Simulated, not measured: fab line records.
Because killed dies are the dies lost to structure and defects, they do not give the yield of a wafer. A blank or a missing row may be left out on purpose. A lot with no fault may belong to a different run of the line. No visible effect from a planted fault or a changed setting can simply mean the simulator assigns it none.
fab line records | flow sky130 | part 2 of 2: steps 24 to 32 of 32
record lots=5 | wafers=15 | lastDay=48
route steps=708 shown METAL5@674 PASSIVATION@681 PAD_OPEN@694
lots that met no fault: from a run of the same line without faults
startH: start of the lot's first displayed wafer, in hours after the record's first day | waitH: hours elapsed since this lot's preceding step | " same as the row above | L1.1+2: a single row standing in for several wafers | - either no value or no given start | * or withheld: withheld | < > ~ a bound
route shown NAME@n: names a module that has steps shown in the file, with the first one's number in the route | usual: mean and standard deviation over wafers with no fault | same: alike in all rows | chamber/n: place in a boat | sites: the reading at each site | _std_site: the standard deviation of these | _edge_site: the outer-site mean with the inner-site mean subtracted | radiusMm: for every site, how far away it sits from the centre of the wafer | mask NAME#n: copy n | behind: the last tool/chamber to shape the wafer | hold: cause of the lot's hold/its duration in hours/its outcome | device: the n, p or np transistor that did not switch | end of line: tests run on the same wafers once the route is complete | for a step that has no rows: nothing shown but its recipe | killed: the dies lost at the first sort to structure and to defects; this is not the yield of the wafer | map: shows each die of a wafer: x if killed, . if not, _ if none is there
set.NAME: the setting that was run; set.NAME@STEP: the one run at that earlier step | model.NAME: the simulator's own value behind a step, which no gauge read
a table for each step, a row for each wafer; lots at some steps of the route
services: when a tool's chamber went out of use (startH, in hours from the record's first day, below 0 if earlier), for how many hours, and the reason
## steps
# step SKY_PAD_OPEN_SOFTBAKE_03
# recipe tempC=110 | timeS=withheld
# usual resistLineTempC=23.00/0.11
lot.wafer | tool          | chamber | startH  | waitH | resistLineTempC
L075.2    | lithoTrack-01 | 0       | 1060.39 | 0.1   | 22.98
L075.3    | "             | 0       | "       | "     | 22.98
L075.6    | "             | 0       | "       | "     | 23.11
L081.1    | lithoTrack-02 | 0       | 1109.98 | 0.1   | 23.05
L081.4    | "             | 0       | "       | "     | 22.96
L081.6    | "             | 0       | "       | "     | 23.00
L085.1    | lithoTrack-04 | 0       | 1126.22 | 0.1   | 22.92
L085.4    | "             | 0       | "       | "     | 22.97
L085.6    | "             | 0       | "       | "     | 22.91
L087.1    | lithoTrack-04 | 0       | 1131.42 | 0.1   | 23.09
L087.3    | "             | 0       | "       | "     | 23.29
L087.6    | "             | 0       | "       | "     | 23.20
L091.2    | lithoTrack-02 | 0       | 1143.46 | 0.1   | 23.05
L091.3    | "             | 0       | "       | "     | 22.97
L091.4    | "             | 0       | "       | "     | 22.97
# step SKY_PAD_OPEN_EXPOSE_04
# recipe maskId=PDM | targetCdNm=60000 | na=0.57 | doseMj=260
# usual stageVelMmS=500.03/0.25
lot.wafer | tool            | chamber | startH | waitH | mask  | stageVelMmS
L075.2    | ilineStepper-01 | 0       | -      | -     | PDM#0 | 499.73
L075.3    | "               | 0       | "      | "     | PDM#0 | 499.64
L075.6    | "               | 0       | "      | "     | PDM#0 | 499.57
L081.1    | ilineStepper-02 | 0       | -      | -     | PDM#0 | 500.15
L081.4    | "               | 0       | "      | "     | PDM#0 | 499.75
L081.6    | "               | 0       | "      | "     | PDM#0 | 499.73
L085.1    | ilineStepper-02 | 0       | -      | -     | PDM#0 | 500.39
L085.4    | "               | 0       | "      | "     | PDM#0 | 500.18
L085.6    | "               | 0       | "      | "     | PDM#0 | 500.00
L087.1    | ilineStepper-01 | 0       | -      | -     | PDM#0 | 500.30
L087.3    | "               | 0       | "      | "     | PDM#0 | 499.96
L087.6    | "               | 0       | "      | "     | PDM#0 | 500.28
L091.2    | ilineStepper-02 | 0       | -      | -     | PDM#0 | 500.36
L091.3    | "               | 0       | "      | "     | PDM#0 | 500.20
L091.4    | "               | 0       | "      | "     | PDM#0 | 500.27
# step SKY_PAD_OPEN_PEB_05
# recipe tempC=115 | timeS=withheld
# usual resistLineTempC=23.01/0.11
lot.wafer | tool          | chamber | startH | waitH | resistLineTempC
L075.2    | lithoTrack-04 | 0       | -      | -     | 22.95
L075.3    | "             | 0       | "      | "     | 23.08
L075.6    | "             | 0       | "      | "     | 22.86
L081.1    | lithoTrack-02 | 0       | -      | -     | 23.13
L081.4    | "             | 0       | "      | "     | 23.21
L081.6    | "             | 0       | "      | "     | 23.22
L085.1    | lithoTrack-01 | 0       | -      | -     | 22.98
L085.4    | "             | 0       | "      | "     | 23.07
L085.6    | "             | 0       | "      | "     | 22.88
L087.1    | lithoTrack-02 | 0       | -      | -     | 22.98
L087.3    | "             | 0       | "      | "     | 22.99
L087.6    | "             | 0       | "      | "     | 22.96
L091.2    | lithoTrack-02 | 0       | -      | -     | 22.95
L091.3    | "             | 0       | "      | "     | 23.08
L091.4    | "             | 0       | "      | "     | 22.90
# step SKY_PAD_OPEN_DEVELOP_06
# recipe developTimeS=60 | devTempC=23
# usual resistLineTempC=23.00/0.097
lot.wafer | tool          | chamber | startH | waitH | resistLineTempC
L075.2    | lithoTrack-04 | 0       | -      | -     | 23.20
L075.3    | "             | 0       | "      | "     | 23.02
L075.6    | "             | 0       | "      | "     | 23.02
L081.1    | lithoTrack-02 | 0       | -      | -     | 23.02
L081.4    | "             | 0       | "      | "     | 23.06
L081.6    | "             | 0       | "      | "     | 22.92
L085.1    | lithoTrack-01 | 0       | -      | -     | 22.90
L085.4    | "             | 0       | "      | "     | 23.05
L085.6    | "             | 0       | "      | "     | 22.88
L087.1    | lithoTrack-02 | 0       | -      | -     | 23.02
L087.3    | "             | 0       | "      | "     | 23.02
L087.6    | "             | 0       | "      | "     | 22.99
L091.2    | lithoTrack-02 | 0       | -      | -     | 22.94
L091.3    | "             | 0       | "      | "     | 23.04
L091.4    | "             | 0       | "      | "     | 22.79
# step SKY_PAD_OPEN_ETCH_07
# recipe chemistry=CF4/O2 | targetDepthNm=725 | stopOn=AlCu | sourceW=800 | biasW=150 | pressureMtorr=150 | cf4FlowSccm=80 | O2_flow_sccm=10 | timeS=161.1
# usual O2_flow_sccm=10.000/0.029 | drypumpMotorCurrentA=5.9/0.37 | oesProductAu=0.974/0.0079 | throttleValvePct=5.964/0.0092
# same timeS=161.1
lot.wafer | tool       | chamber | startH  | waitH | O2_flow_sccm | drypumpMotorCurrentA | oesProductAu | rfHoursCounterH | throttleValvePct
L075.2    | rieDiel-01 | 2       | 1070.77 | -     | 9.965        | 5.9                  | 0.974        | 17              | 5.961
L075.3    | "          | 0       | "       | "     | 9.967        | 6.5                  | 0.986        | 6               | 5.962
L075.6    | "          | 1       | "       | "     | 10.010       | 6.0                  | 0.975        | -               | 5.980
L081.1    | rieDiel-03 | 2       | 1118.73 | -     | 10.010       | 6.0                  | 0.974        | 28              | 5.964
L081.4    | "          | 3       | "       | "     | 9.949        | 5.9                  | 0.977        | 30              | 5.958
L081.6    | "          | 0       | "       | "     | 10.032       | 5.7                  | 0.978        | -               | 5.966
L085.1    | rieDiel-03 | 3       | 1136.15 | -     | 10.008       | 5.9                  | 0.969        | 31              | 5.962
L085.4    | "          | 0       | "       | "     | 10.016       | 5.7                  | 0.978        | 21              | 5.971
L085.6    | "          | 3       | "       | "     | 10.024       | 5.9                  | 0.988        | -               | 5.968
L087.1    | rieDiel-03 | 3       | 1139.88 | -     | 10.042       | 5.8                  | 0.970        | 31              | 5.964
L087.3    | "          | 1       | "       | "     | 9.970        | 6.3                  | 0.970        | 20              | 5.982
L087.6    | "          | 2       | "       | "     | 10.019       | 6.0                  | 0.968        | -               | 5.976
L091.2    | rieDiel-04 | 3       | 1153.28 | -     | 9.999        | 5.5                  | 0.966        | 16              | 5.959
L091.3    | "          | 0       | "       | "     | 9.921        | 5.5                  | 0.971        | 21              | 5.964
L091.4    | "          | 1       | "       | "     | 10.005       | 5.3                  | 0.978        | 22              | 5.974
# step SKY_PAD_OPEN_STRIP_08
# recipe chemistry=O2/N2 | powerW=1400 | pressureMtorr=1500 | platenTempC=withheld | overashFraction=0.7 | o2FlowSccm=3000 | n2FlowSccm=300
# usual drypumpMotorCurrentA=5.8/0.63 | oesProductAu=0.663/0.0043
lot.wafer | tool           | chamber | startH  | waitH | drypumpMotorCurrentA | oesProductAu | rfHoursCounterH
L075.2    | plasmaAsher-04 | 0       | 1070.87 | 0.1   | 6.7                  | 0.670        | 1
L075.3    | "              | 0       | "       | "     | 6.7                  | 0.656        | -
L075.6    | "              | 0       | "       | "     | 6.7                  | 0.651        | -
L081.1    | plasmaAsher-04 | 1       | 1118.83 | 0.1   | 5.0                  | 0.660        | 7
L081.4    | "              | 1       | "       | "     | 5.0                  | 0.662        | -
L081.6    | "              | 0       | "       | "     | 6.7                  | 0.668        | -
L085.1    | plasmaAsher-04 | 1       | 1136.26 | 0.1   | 5.0                  | 0.656        | 8
L085.4    | "              | 1       | "       | "     | 5.0                  | 0.650        | -
L085.6    | "              | 0       | "       | "     | 6.7                  | 0.665        | -
L087.1    | plasmaAsher-04 | 0       | 1139.98 | 0.1   | 6.7                  | 0.659        | 9
L087.3    | "              | 0       | "       | "     | 6.7                  | 0.664        | -
L087.6    | "              | 0       | "       | "     | 6.7                  | 0.662        | -
L091.2    | plasmaAsher-04 | 1       | 1153.38 | 0.1   | 5.0                  | 0.664        | 10
L091.3    | "              | 1       | "       | "     | 5.0                  | 0.669        | -
L091.4    | "              | 0       | "       | "     | 6.7                  | 0.662        | -
# step SKY_PAD_OPEN_STRIP_09
# recipe chemistry=postEtchResidueRemover | timeS=1200 | tempC=72.5
# usual bathHeatDutyPct=13.9/1.4
# same timeS=1200
lot.wafer | tool        | chamber | startH  | waitH | bathHeatDutyPct
L075.2    | wetBench-03 | 1       | 1070.97 | 0.1   | 11.7
L075.3    | "           | 1       | "       | "     | 12.2
L075.6    | "           | 1       | "       | "     | 12.5
L081.1    | wetBench-01 | 0       | 1118.93 | 0.1   | 15.8
L081.4    | "           | 0       | "       | "     | 14.5
L081.6    | "           | 0       | "       | "     | 15.7
L085.1    | wetBench-01 | 1       | 1136.36 | 0.1   | 13.2
L085.4    | "           | 1       | "       | "     | 13.4
L085.6    | "           | 1       | "       | "     | 12.1
L087.1    | wetBench-01 | 0       | 1140.08 | 0.1   | 15.2
L087.3    | "           | 0       | "       | "     | 14.7
L087.6    | "           | 0       | "       | "     | 16.0
L091.2    | wetBench-03 | 2       | 1153.48 | 0.1   | 14.2
L091.3    | "           | 2       | "       | "     | 13.7
L091.4    | "           | 2       | "       | "     | 12.5
# step SKY_PAD_OPEN_CLEAN_10
# recipe chemistry=IPA | timeS=180 | tempC=25
# usual bathHeatDutyPct=6.1/0.64
# same timeS=180
lot.wafer | tool        | chamber | startH  | waitH | bathHeatDutyPct
L075.2    | wetBench-03 | 0       | 1071.31 | 0.0   | 6.1
L075.3    | "           | 0       | "       | "     | 6.9
L075.6    | "           | 0       | "       | "     | 6.8
L081.1    | wetBench-03 | 2       | 1119.61 | 0.0   | 5.5
L081.4    | "           | 2       | "       | "     | 5.0
L081.6    | "           | 2       | "       | "     | 5.8
L085.1    | wetBench-01 | 0       | 1136.77 | 0.0   | 6.0
L085.4    | "           | 0       | "       | "     | 6.6
L085.6    | "           | 0       | "       | "     | 6.9
L087.1    | wetBench-04 | 3       | 1140.45 | 0.0   | 6.4
L087.3    | "           | 3       | "       | "     | 6.4
L087.6    | "           | 3       | "       | "     | 6.4
L091.2    | wetBench-04 | 3       | 1153.89 | 0.0   | 6.1
L091.3    | "           | 3       | "       | "     | 5.6
L091.4    | "           | 3       | "       | "     | 7.1
# step SKY_PAD_OPEN_CLEAN_11
# recipe chemistry=O3/DIW | dry=n2Spin
lot.wafer  | tool        | chamber | startH  | waitH
L075.2+3+6 | wetBench-03 | 2       | 1071.37 | 0.0
L081.1+4+6 | wetBench-01 | 3       | 1119.67 | 0.0
L085.1+4+6 | wetBench-01 | 2       | 1136.83 | 0.0
L087.1+3+6 | wetBench-03 | 0       | 1140.57 | 0.0
L091.2+3+4 | wetBench-03 | 1       | 1153.95 | 0.0
## services
tool            | chamber | startH  | hours | kind
wetBench-03     | -       | 1006.93 | 1.9   | pm
rieDiel-02      | -       | 1019.62 | 0.9   | repair
pecvd-03        | -       | 1019.98 | 0.8   | repair
rieMetal-04     | 1       | 1023.15 | 48.3  | repair
rieDiel-01      | 2       | 1025.73 | 1.3   | repair
plasmaAsher-04  | -       | 1036.24 | 4.3   | repair
rieMetal-02     | -       | 1053.66 | 0.8   | repair
plasmaAsher-04  | -       | 1055.25 | 9.0   | pm
rieMetal-01     | -       | 1056.73 | 2.8   | pm
plasmaAsher-01  | -       | 1060.66 | 14.6  | pm
rieMetal-01     | 1       | 1073.70 | 4.2   | repair
plasmaAsher-02  | -       | 1077.93 | 4.4   | repair
rieDiel-03      | 2       | 1080.78 | 37.5  | repair
plasmaAsher-01  | -       | 1083.39 | 4.3   | repair
ilineStepper-02 | -       | 1084.56 | 8.9   | pm
plasmaAsher-04  | -       | 1086.36 | 1.0   | repair
ilineStepper-01 | -       | 1093.45 | 1.7   | pm
ilineStepper-02 | -       | 1106.84 | 3.3   | repair
pecvd-01        | 2       | 1111.11 | 20.7  | repair
rieMetal-04     | -       | 1119.94 | 0.1   | repair
rieDiel-01      | 2       | 1126.45 | 1.9   | repair
ilineStepper-01 | -       | 1135.97 | 4.4   | pm
rieDiel-01      | -       | 1145.53 | 0.5   | repair
pecvd-01        | 2       | 1146.26 | 2.8   | repair
